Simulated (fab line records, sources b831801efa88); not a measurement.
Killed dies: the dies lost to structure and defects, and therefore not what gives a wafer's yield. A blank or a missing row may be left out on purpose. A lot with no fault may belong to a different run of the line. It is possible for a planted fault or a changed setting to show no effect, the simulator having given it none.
The tool behind it: which one? -- flow gf180mcu -- 36 wafers from 12 lots sampled at 5 of the route's 602 steps

WHAT EACH GAUGE READ, for each wafer
GF_PSD_RS_MEAS_14: measures by four-point-probe. Usual: NSD_RS typically reads 46.16 ohm/sq, with standard deviation 0.085.
lot,measured,on,NSD_RS (ohm/sq),flag
L154,day 14 00:57,film-metro-01,46.14 46.10 46.17,
L155,day 14 15:04,film-metro-03,46.16 45.99 46.04,
L156,day 14 23:22,film-metro-03,46.16 46.20 46.13,
L158,day 15 16:59,film-metro-03,43.96 44.01 43.94 43.97 43.98 43.94,OFF
L159,day 15 22:16,film-metro-01,44.01 43.98 43.96 43.99 43.94 43.98,OFF
L163,day 17 06:07,film-metro-04,44.07 44.11 44.13 44.11 44.19 44.22,OFF
L168,day 19 09:19,film-metro-01,46.24 46.19 46.01,
L170,day 19 20:28,film-metro-04,46.20 46.16 46.21,
L171,day 20 06:43,film-metro-01,46.24 46.08 46.11,
L172,day 20 13:14,film-metro-04,46.31 46.29 46.29,
L174,day 21 01:53,film-metro-03,46.23 46.19 46.13,
L177,day 22 06:17,film-metro-04,46.33 46.22 46.18,

GF_M1_CD_MEAS_14 targets a cd of 230 nm. Usual: 230.1 nm for cd-nm, sd 1.3.
lot,measured,on,cd-nm (nm),flag
L154,day 16 19:50,cd-sem-02,230.2 231.7 230.7,
L155,day 17 10:12,cd-sem-02,231.4 231.8 231.4,
L156,day 17 20:16,cd-sem-02,229.6 228.2 229.6,
L158,day 18 16:17,cd-sem-02,233.3 231.7 232.3,
L159,day 18 22:34,cd-sem-02,229.0 229.9 230.3,
L163,day 20 08:12,cd-sem-02,230.4 230.5 232.1,
L168,day 22 11:55,cd-sem-02,229.9 229.1 229.2,
L170,day 22 22:43,cd-sem-01,231.3 231.4 230.1,
L171,day 23 08:53,cd-sem-01,230.0 229.7 232.3,
L172,day 23 16:00,cd-sem-01,228.7 228.7 229.7,
L174,day 24 04:24,cd-sem-01,229.9 231.0 230.7,
L177,day 25 06:50,cd-sem-02,229.6 230.8 230.5,

GF_V1_OVL_MEAS_15. Usual: V1_OVL typically reads -1 nm, with standard deviation 6.4.
lot,measured,on,V1_OVL (nm),flag
L154,day 17 20:11,overlay-02,-3 -3 3,
L155,day 18 10:59,overlay-02,4 7 -3,
L156,day 18 21:46,overlay-01,3 -20 2,
L158,day 19 17:43,overlay-01,0 -10 -3,
L159,day 20 00:04,overlay-02,6 0 2,
L163,day 21 09:46,overlay-02,3 7 12,
L168,day 23 12:14,overlay-01,-1 -9 -4,
L170,day 23 23:13,overlay-02,-1 9 1,
L171,day 24 09:38,overlay-01,-2 0 -9,
L172,day 24 16:50,overlay-01,7 7 4,
L174,day 25 04:21,overlay-01,-1 -2 -11,
L177,day 26 05:58,overlay-01,4 -6 2,

WHAT TOOL EACH LOT RAN ON (gives the tool, then ch and the chambers of the sampled wafers, and finally the start)
lot,GF_NSD_IMPLANT_09,GF_NSD_STRIP_11
L154,"implanter-04 ch 0, day 13 03:20","plasma-asher-03 ch 0,1, day 13 03:35"
L155,"implanter-03 ch 0, day 13 17:40","plasma-asher-03 ch 0,1, day 13 17:55"
L156,"implanter-04 ch 0, day 14 01:41","plasma-asher-03 ch 0,1, day 14 01:57"
L158,"implanter-04 ch 0, day 14 18:56","plasma-asher-02 ch 0,1, day 14 19:33"
L159,"implanter-02 ch 0, day 14 23:26","plasma-asher-03 ch 0,1, day 15 00:02"
L163,"implanter-04 ch 0, day 16 07:14","plasma-asher-02 ch 0,1, day 16 08:04"
L168,"implanter-02 ch 0, day 18 07:43","plasma-asher-02 ch 0,1, day 18 07:59"
L170,"implanter-03 ch 0, day 18 18:49","plasma-asher-02 ch 0,1, day 18 19:06"
L171,"implanter-04 ch 0, day 19 05:53","plasma-asher-03 ch 0,1, day 19 06:10"
L172,"implanter-04 ch 0, day 19 12:44","plasma-asher-04 ch 0,1, day 19 12:59"
L174,"implanter-04 ch 0, day 20 01:23","plasma-asher-03 ch 0,1, day 20 01:41"
L177,"implanter-02 ch 0, day 21 05:30","plasma-asher-04 ch 0,1, day 21 05:48"
- GF_NSD_IMPLANT_09
- GF_NSD_STRIP_11: strips in O2/N2.

WHAT THE TOOLS THEMSELVES READ (means of the sampled wafers that have a number; where no wafer has one, the mark that the record gives instead)
GF_NSD_STRIP_11. Usual: drypump-motor-current-A 5.86 A, standard deviation 0.25; heater-power-w 341 W, standard deviation 26; n2-flow-sccm 300.1 sccm, standard deviation 0.9; oes-product-au 0.486 a.u., standard deviation 0.0043; strip-time-to-endpoint-s 22.97 s, standard deviation 0.043.
lot,tool,drypump-motor-current-A (A),heater-power-w (W),n2-flow-sccm (sccm),oes-product-au (a.u.),strip-time-to-endpoint-s (s),flag
L154,plasma-asher-03,5.70,330,299.4,0.486,22.94,
L155,plasma-asher-03,5.73,325,299.9,0.489,22.97,
L156,plasma-asher-03,5.59,319,299.6,0.485,22.97,
L158,plasma-asher-02,6.11,349,300.4,0.476,24.10,OFF
L159,plasma-asher-03,5.71,330,300.1,0.473,24.10,OFF
L163,plasma-asher-02,6.02,333,300.9,0.475,24.05,OFF
L168,plasma-asher-02,6.10,352,300.4,0.489,22.91,
L170,plasma-asher-02,6.13,355,299.4,0.484,23.05,
L171,plasma-asher-03,5.71,319,300.2,0.484,22.95,
L172,plasma-asher-04,6.05,367,300.0,0.489,23.03,
L174,plasma-asher-03,5.57,321,300.2,0.491,22.96,
L177,plasma-asher-04,6.06,373,299.9,0.489,22.93,

THE ANSWER, worked out from the rows above alone
Rule: lot off if the mean of its wafers having a number is beyond 3 standard deviations from the usual mean. Also off: a lot with no number at a reading for which 4 or more lots have one. Any other lot the step has rows for is counted as sound. First the gauges in route order, then the tools' own readings, where a lot's mean is used as printed above. The first step at which some lot is off is used, and at that step the reading that is off furthest; a lot without a number counts as furthest.
Off: at GF_PSD_RS_MEAS_14 (NSD_RS), L158, L159, L163.
A tool fits if, at a process step before that reading, it ran every lot that is off, and no sound lot after the first of them. The gauges at GF_PSD_RS_MEAS_14 aren't tried: what is off there is off at GF_NSD_STRIP_11 too, on other tools, and a gauge's error can't cause that. Not one of the candidates tried fits.

WHAT HAD BEEN PUT IN BY THE SIMULATOR
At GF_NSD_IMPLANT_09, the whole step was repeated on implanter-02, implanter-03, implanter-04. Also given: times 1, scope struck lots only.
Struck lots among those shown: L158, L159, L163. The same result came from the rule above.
